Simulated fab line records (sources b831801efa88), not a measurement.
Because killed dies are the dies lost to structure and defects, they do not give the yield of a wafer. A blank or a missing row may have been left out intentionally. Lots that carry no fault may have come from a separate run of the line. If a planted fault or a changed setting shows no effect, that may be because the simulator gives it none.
Which tool did it? + flow gf180mcu + 13 lots, 39 wafers sampled, at 4 steps of a route of 602

## WHAT THE GAUGES SHOWED, per wafer
GF_POLY_GATE_CD_MEAS_10: the cd target is 280 nm.
| lot  | measured     | on       | cdNm (nm)         |
|------|--------------|----------|-------------------|
| L390 | day 9 11:34  | cdSem-02 | 281.3 280.7 281.3 |
| L392 | day 10 07:00 | cdSem-02 | 281.8 281.7 280.9 |
| L393 | day 10 13:04 | cdSem-01 | 279.4 279.9 280.2 |
| L395 | day 10 23:05 | cdSem-01 | 277.8 278.4 278.3 |
| L397 | day 11 11:45 | cdSem-02 | 280.5 281.4 281.1 |
| L398 | day 11 19:45 | cdSem-02 | 279.0 279.6 279.8 |
| L399 | day 12 03:17 | cdSem-02 | 279.9 281.0 280.8 |
| L401 | day 12 18:20 | cdSem-02 | 280.7 280.3 280.1 |
| L403 | day 13 06:37 | cdSem-02 | 281.4 281.3 280.3 |
| L405 | day 14 00:07 | cdSem-02 | 281.6 280.7 280.6 |
| L406 | day 14 05:07 | cdSem-02 | 280.1 279.5 279.6 |
| L407 | day 14 13:32 | cdSem-01 | 280.9 281.8 281.4 |
| L410 | day 15 08:35 | cdSem-02 | 279.2 279.2 278.3 |

GF_HV_LDD_CD_MEAS_31: the cd target is 400 nm.
| lot  | measured     | on       | cdNm (nm)         |
|------|--------------|----------|-------------------|
| L390 | day 11 22:10 | cdSem-02 | 401.9 402.7 401.9 |
| L392 | day 12 19:25 | cdSem-02 | 402.2 399.8 400.8 |
| L393 | day 13 00:52 | cdSem-01 | 403.3 401.7 401.5 |
| L395 | day 13 12:11 | cdSem-02 | 401.6 402.0 402.4 |
| L397 | day 14 04:10 | cdSem-02 | 401.1 402.0 397.9 |
| L398 | day 14 12:22 | cdSem-01 | 401.9 401.6 401.2 |
| L399 | day 14 20:14 | cdSem-01 | 397.9 397.5 398.9 |
| L401 | day 15 13:27 | cdSem-01 | 397.8 400.9 400.5 |
| L403 | day 16 02:37 | cdSem-02 | 400.4 399.7 399.7 |
| L405 | day 16 22:52 | cdSem-01 | 396.7 397.1 397.4 |
| L406 | day 17 03:10 | cdSem-01 | 400.4 402.1 401.4 |
| L407 | day 17 14:05 | cdSem-02 | 400.5 401.6 403.1 |
| L410 | day 18 07:50 | cdSem-02 | 405.0 402.2 402.9 |

## WHAT TOOL EACH LOT RAN ON (gives the tool, then ch and the chambers of the sampled wafers, and finally the start)
| lot  | GF_STI_ETCH_14                 | GF_STI_STRIP_15                    |
|------|--------------------------------|------------------------------------|
| L390 | rieSi-01 ch 0,2,3, day 2 02:03 | plasmaAsher-04 ch 0,1, day 2 02:07 |
| L392 | rieSi-02 ch 0,1,2, day 2 12:17 | plasmaAsher-02 ch 0,1, day 2 12:23 |
| L393 | rieSi-02 ch 1,2,3, day 2 16:17 | plasmaAsher-02 ch 0,1, day 2 16:22 |
| L395 | rieSi-02 ch 0,2,3, day 3 03:27 | plasmaAsher-01 ch 0, day 3 03:31   |
| L397 | rieSi-01 ch 0,1,3, day 3 13:21 | plasmaAsher-02 ch 0,1, day 3 13:25 |
| L398 | rieSi-01 ch 0,2,3, day 3 20:18 | plasmaAsher-01 ch 0,1, day 3 20:22 |
| L399 | rieSi-01 ch 1,2,3, day 4 00:41 | plasmaAsher-01 ch 0,1, day 4 00:46 |
| L401 | rieSi-01 ch 0,1, day 4 11:06   | plasmaAsher-04 ch 0,1, day 4 11:12 |
| L403 | rieSi-01 ch 0,1,3, day 4 21:02 | plasmaAsher-01 ch 1, day 4 21:07   |
| L405 | rieSi-01 ch 2,3, day 5 07:14   | plasmaAsher-04 ch 0,1, day 5 07:19 |
| L406 | rieSi-01 ch 1,2, day 5 12:24   | plasmaAsher-01 ch 0,1, day 5 12:28 |
| L407 | rieSi-01 ch 1,2, day 5 17:41   | plasmaAsher-04 ch 1, day 5 17:46   |
| L410 | rieSi-02 ch 1,2, day 6 08:56   | plasmaAsher-01 ch 0,1, day 6 09:01 |
- GF_STI_ETCH_14: etches Si in HBr/Cl2/O2, target depth 360 nm, time 102.9 s.
- GF_STI_STRIP_15: strips in O2/N2.

## AS READ BY THE TOOLS THEMSELVES (means over the sampled wafers that have a number; for cases with no such wafer, the mark the record gives instead)
GF_STI_ETCH_14.
| lot  | tool     | drypumpMotorCurrentA (A) | mfcCl2Sccm (sccm) | oesProductAu (a.u.) | throttleValvePct (%) |
|------|----------|--------------------------|-------------------|---------------------|----------------------|
| L390 | rieSi-01 | 5.5                      | 40.01             | 0.995               | 25.659               |
| L392 | rieSi-02 | 5.8                      | 39.99             | 1.002               | 25.659               |
| L393 | rieSi-02 | 5.7                      | 40.02             | 1.003               | 25.653               |
| L395 | rieSi-02 | 6.1                      | 40.06             | 1.003               | 25.645               |
| L397 | rieSi-01 | 5.7                      | 40.04             | 0.996               | 25.648               |
| L398 | rieSi-01 | 5.5                      | 40.06             | 1.000               | 25.647               |
| L399 | rieSi-01 | 5.6                      | 39.98             | 1.005               | 25.662               |
| L401 | rieSi-01 | 5.8                      | 39.94             | 1.000               | 25.657               |
| L403 | rieSi-01 | 5.7                      | 39.94             | 0.991               | 25.670               |
| L405 | rieSi-01 | 5.4                      | 40.06             | 0.952               | 25.691               |
| L406 | rieSi-01 | 5.9                      | 39.98             | 0.913               | 25.722               |
| L407 | rieSi-01 | 5.9                      | 40.08             | 0.964               | 25.677               |
| L410 | rieSi-02 | 5.4                      | 40.10             | 1.002               | 25.660               |

GF_STI_STRIP_15.
| lot  | tool           | drypumpMotorCurrentA (A) | heaterPowerW (W) | oesProductAu (a.u.) | stripTimeToEndpointS (s) |
|------|----------------|--------------------------|------------------|---------------------|--------------------------|
| L390 | plasmaAsher-04 | 5.9                      | 298              | 0.379               | 3.70                     |
| L392 | plasmaAsher-02 | 6.2                      | 363              | 0.382               | 3.66                     |
| L393 | plasmaAsher-02 | 6.2                      | 361              | 0.383               | 3.74                     |
| L395 | plasmaAsher-01 | 4.9                      | 297              | 0.380               | 3.69                     |
| L397 | plasmaAsher-02 | 6.2                      | 361              | 0.383               | 3.76                     |
| L398 | plasmaAsher-01 | 5.2                      | 333              | 0.388               | 3.75                     |
| L399 | plasmaAsher-01 | 5.2                      | 336              | 0.383               | 3.71                     |
| L401 | plasmaAsher-04 | 5.7                      | 326              | 0.385               | 3.70                     |
| L403 | plasmaAsher-01 | 5.8                      | 426              | 0.383               | 3.77                     |
| L405 | plasmaAsher-04 | 5.8                      | 321              | 0.384               | 3.82                     |
| L406 | plasmaAsher-01 | 5.5                      | 384              | 0.388               | 3.87                     |
| L407 | plasmaAsher-04 | 6.1                      | 273              | 0.388               | 3.76                     |
| L410 | plasmaAsher-01 | 5.2                      | 335              | 0.380               | 3.70                     |

## THE ANSWER, worked out from the rows above alone
Rule: the usual values come from the lots themselves. The widest of any qualifying gaps counts: lots, ordered by their means at a reading, are off when they make up no more than a third of the lots, leave a main group of 4 or more, and stand apart from it by 3 or more times the standard deviation of that group's means. Not used: any main group whose means are identical at the precision the tables above print for the reading. Also off: a lot with no number at a reading for which 4 or more lots have one. All remaining lots with rows at the step are treated as sound. The gauges are gone through in route order, then the tools' own readings, and for those a lot's mean is taken as printed above. At the first step where some lot is off, the reading lying furthest off is the one used; lots without a number count as furthest.
Off: L405, L406, L407 (GF_STI_ETCH_14, oesProductAu). The main group has a mean of 1.000 a.u. with a standard deviation of 0.0041.
If a tool, at that step or one of the process steps before it, ran each lot that is off and ran no sound lot following the first of them, it fits. One fits: rieSi-01 at GF_STI_ETCH_14. Its last sound lot is L403 (day 4 21:02), its first lot that is off L405 (day 5 07:14): a fault that began between those two fits.
The tool's own readings at GF_STI_ETCH_14 bear it out: on the lots that are off they differ by more than 5 times the standard deviation of the sound lots' means. oesProductAu reads 0.943 a.u. there against 1.000 a.u. on the sound lots; throttleValvePct reads 25.697 % there against 25.656 % on the sound lots.

## WHAT THE SIMULATOR HAD PUT IN
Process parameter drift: rieSi-01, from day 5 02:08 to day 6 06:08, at GF_STI_ETCH_14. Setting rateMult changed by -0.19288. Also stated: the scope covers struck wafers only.
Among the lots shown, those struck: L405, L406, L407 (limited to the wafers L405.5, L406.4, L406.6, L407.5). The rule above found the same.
